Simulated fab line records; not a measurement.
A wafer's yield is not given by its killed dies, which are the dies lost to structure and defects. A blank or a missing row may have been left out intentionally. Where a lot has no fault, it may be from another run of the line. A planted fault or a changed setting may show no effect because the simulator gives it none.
What tool caused it? | flow sfq_line | 14 lots with 42 wafers sampled at 4 steps, on a route of 325 steps

WHAT EACH GAUGE READ, for each wafer
SFQ_I3_BOW_MEAS_922. Usual: I3_BOW 0 um, standard deviation 8.6.
lot  | measured     | on            | I3_BOW (um) | flag
L434 | day 29 02:44 | film_metro-03 | 8 7 10      |
L435 | day 30 15:09 | film_metro-03 | 3 -3 2      |
L436 | day 32 18:52 | film_metro-04 | 0 9 9       |
L437 | day 32 21:50 | film_metro-04 | 4 -7 -4     |
L438 | day 33 00:52 | film_metro-03 | -1 2 -7     |
L440 | day 36 13:05 | film_metro-04 | -8 6 -1     |
L441 | day 37 12:59 | film_metro-04 | 13 1 8      |
L442 | day 38 03:59 | film_metro-04 | -5 -8 -7    |
L445 | day 39 08:53 | film_metro-01 | 6 -4 12     |
L447 | day 40 09:53 | film_metro-01 | 2 -1 0      |
L451 | day 40 21:53 | film_metro-04 | -1 -5 -8    |
L453 | day 41 04:28 | film_metro-03 | 14 11 2     |
L455 | day 41 12:53 | film_metro-01 | -5 -7 -16   |
L457 | day 42 23:20 | film_metro-04 | -13 0 6     |

WHAT TOOL EACH LOT RAN ON (gives the tool, then ch and the chambers of the sampled wafers, and finally the start)
lot  | SFQ_TRILAYER_I1_VIA_BARC_OPEN_VIA_ETCH_071 | SFQ_TRILAYER_M3_LITHO_COAT_075    | SFQ_TRILAYER_M3_STRIP_STRIP_079
L434 | rie_diel-01 ch 2,3, day 15 17:46           | litho_track-02 ch 0, day 22 14:41 | rie_metal-02 ch 0,1, day 28 21:25
L435 | rie_diel-01 ch 0,1,3, day 16 22:25         | litho_track-01 ch 0, day 23 19:34 | rie_metal-01 ch 0,1, day 30 09:37
L436 | rie_diel-01 ch 1,2, day 20 02:13           | litho_track-04 ch 0, day 26 21:06 | rie_metal-03 ch 0,1, day 32 14:38
L437 | rie_diel-04 ch 0,1,3, day 20 16:37         | litho_track-01 ch 0, day 27 12:49 | rie_metal-02 ch 0,1, day 32 15:50
L438 | rie_diel-01 ch 0,2,3, day 21 03:33         | litho_track-02 ch 0, day 27 21:50 | rie_metal-01 ch 0,1, day 32 17:02
L440 | rie_diel-01 ch 0,1,3, day 22 04:45         | litho_track-02 ch 0, day 33 14:53 | rie_metal-01 ch 0,1, day 34 19:13
L441 | rie_diel-01 ch 1,2,3, day 22 19:09         | litho_track-01 ch 0, day 35 13:15 | rie_metal-01 ch 0,1, day 35 15:39
L442 | rie_diel-01 ch 1,2, day 23 08:21           | litho_track-04 ch 0, day 36 06:47 | rie_metal-02 ch 0,1, day 36 09:11
L445 | rie_diel-04 ch 2,3, day 24 04:42           | litho_track-02 ch 0, day 37 02:32 | rie_metal-01 ch 0,1, day 37 04:46
L447 | rie_diel-01 ch 0,2, day 25 14:08           | litho_track-02 ch 0, day 38 03:25 | rie_metal-03 ch 0,1, day 38 17:14
L451 | rie_diel-01 ch 0,2,3, day 26 08:26         | litho_track-01 ch 0, day 39 05:01 | rie_metal-02 ch 0,1, day 39 10:55
L453 | rie_diel-01 ch 0,1, day 26 15:57           | litho_track-04 ch 0, day 39 14:34 | rie_metal-02 ch 0,1, day 39 22:36
L455 | rie_diel-04 ch 1,2,3, day 26 23:34         | litho_track-04 ch 0, day 40 06:13 | rie_metal-02 ch 0, day 40 08:28
L457 | rie_diel-03 ch 1,2, day 27 15:17           | litho_track-01 ch 0, day 41 10:29 | rie_metal-03 ch 0,1, day 42 19:29
- SFQ_TRILAYER_I1_VIA_BARC_OPEN_VIA_ETCH_071: etches BARC in O2, target depth 125 nm, time 41.7 s.
- SFQ_TRILAYER_M3_LITHO_COAT_075: resist thk 600 nm.
- SFQ_TRILAYER_M3_STRIP_STRIP_079: strips in O2.

WHAT THE TOOLS THEMSELVES READ (means of the sampled wafers that have a number; where no wafer has one, the mark that the record gives instead)
SFQ_TRILAYER_I1_VIA_BARC_OPEN_VIA_ETCH_071. Usual: drypump_motor_current_A 6.1 A, standard deviation 0.57; oes_product_au 0.685 a.u., standard deviation 0.0051.
lot  | tool        | drypump_motor_current_A (A) | oes_product_au (a.u.) | flag
L434 | rie_diel-01 | 5.9                         | 0.685                 |
L435 | rie_diel-01 | 6.4                         | 0.685                 |
L436 | rie_diel-01 | 5.6                         | 0.681                 |
L437 | rie_diel-04 | 5.8                         | 0.685                 |
L438 | rie_diel-01 | 5.8                         | 0.680                 |
L440 | rie_diel-01 | 6.4                         | 0.682                 |
L441 | rie_diel-01 | 6.0                         | 0.683                 |
L442 | rie_diel-01 | 6.1                         | 0.686                 |
L445 | rie_diel-04 | 6.0                         | 0.690                 |
L447 | rie_diel-01 | 5.7                         | 0.690                 |
L451 | rie_diel-01 | 5.8                         | 0.681                 |
L453 | rie_diel-01 | 6.2                         | 0.683                 |
L455 | rie_diel-04 | 6.2                         | 0.690                 |
L457 | rie_diel-03 | 5.7                         | 0.693                 |

SFQ_TRILAYER_M3_LITHO_COAT_075. Usual: 3000.1 rpm for spin_speed_rpm, sd 2.2.
lot  | tool           | spin_speed_rpm (rpm) | flag
L434 | litho_track-02 | 2998.8               |
L435 | litho_track-01 | 3002.5               |
L436 | litho_track-04 | 2999.7               |
L437 | litho_track-01 | 3001.3               |
L438 | litho_track-02 | 3002.6               |
L440 | litho_track-02 | 2999.1               |
L441 | litho_track-01 | 2997.9               |
L442 | litho_track-04 | 2999.5               |
L445 | litho_track-02 | 2943.8               | OFF
L447 | litho_track-02 | 2943.4               | OFF
L451 | litho_track-01 | 3000.3               |
L453 | litho_track-04 | 2998.2               |
L455 | litho_track-04 | 3000.1               |
L457 | litho_track-01 | 3003.6               |

SFQ_TRILAYER_M3_STRIP_STRIP_079. Usual: drypump_motor_current_A 5.4 A, standard deviation 0.38; oes_product_au 0.999 a.u., standard deviation 0.014.
lot  | tool         | drypump_motor_current_A (A) | oes_product_au (a.u.) | flag
L434 | rie_metal-02 | 5.0                         | 1.005                 |
L435 | rie_metal-01 | 5.6                         | 0.991                 |
L436 | rie_metal-03 | 5.4                         | 1.013                 |
L437 | rie_metal-02 | 5.4                         | 1.012                 |
L438 | rie_metal-01 | 5.7                         | 0.993                 |
L440 | rie_metal-01 | 5.5                         | 1.002                 |
L441 | rie_metal-01 | 5.5                         | 1.012                 |
L442 | rie_metal-02 | 5.0                         | 1.006                 |
L445 | rie_metal-01 | 5.6                         | 1.005                 |
L447 | rie_metal-03 | 5.4                         | 1.007                 |
L451 | rie_metal-02 | 5.0                         | 1.000                 |
L453 | rie_metal-02 | 5.0                         | 0.998                 |
L455 | rie_metal-02 | 5.7                         | 0.981                 |
L457 | rie_metal-03 | 5.3                         | 1.008                 |

THE ANSWER, worked out from the rows above alone
Rule: lot off if the mean of its wafers having a number is beyond 3 standard deviations from the usual mean. A lot without any number at a reading at which 4 lots or more have one is off too. Any other lot the step has rows for is counted as sound. First the gauges in route order, then the tools' own readings, where a lot's mean is used as printed above. The first step at which some lot is off is used, and at that step the reading that is off furthest; a lot without a number counts as furthest.
Off: L445, L447 (SFQ_TRILAYER_M3_LITHO_COAT_075, spin_speed_rpm).
If a tool, at that step or one of the process steps before it, ran each lot that is off and ran no sound lot following the first of them, it fits. One candidate fits, namely litho_track-02 at SFQ_TRILAYER_M3_LITHO_COAT_075. Its last sound lot is L440 (day 33 14:53), its first lot that is off L445 (day 37 02:32): a fault that began between those two fits.
The tool's own readings at SFQ_TRILAYER_M3_LITHO_COAT_075 bear it out: on the lots that are off they differ by more than 5 times the standard deviation of the sound lots' means. spin_speed_rpm reads 2943.6 rpm there against 3000.3 rpm on the sound lots.

WHAT HAD BEEN PUT IN BY THE SIMULATOR
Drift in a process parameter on litho_track-02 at SFQ_TRILAYER_M3_LITHO_COAT_075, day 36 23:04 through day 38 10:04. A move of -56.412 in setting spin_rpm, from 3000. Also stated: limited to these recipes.
Struck lots among those shown: L445, L447. The same result came from the rule above.
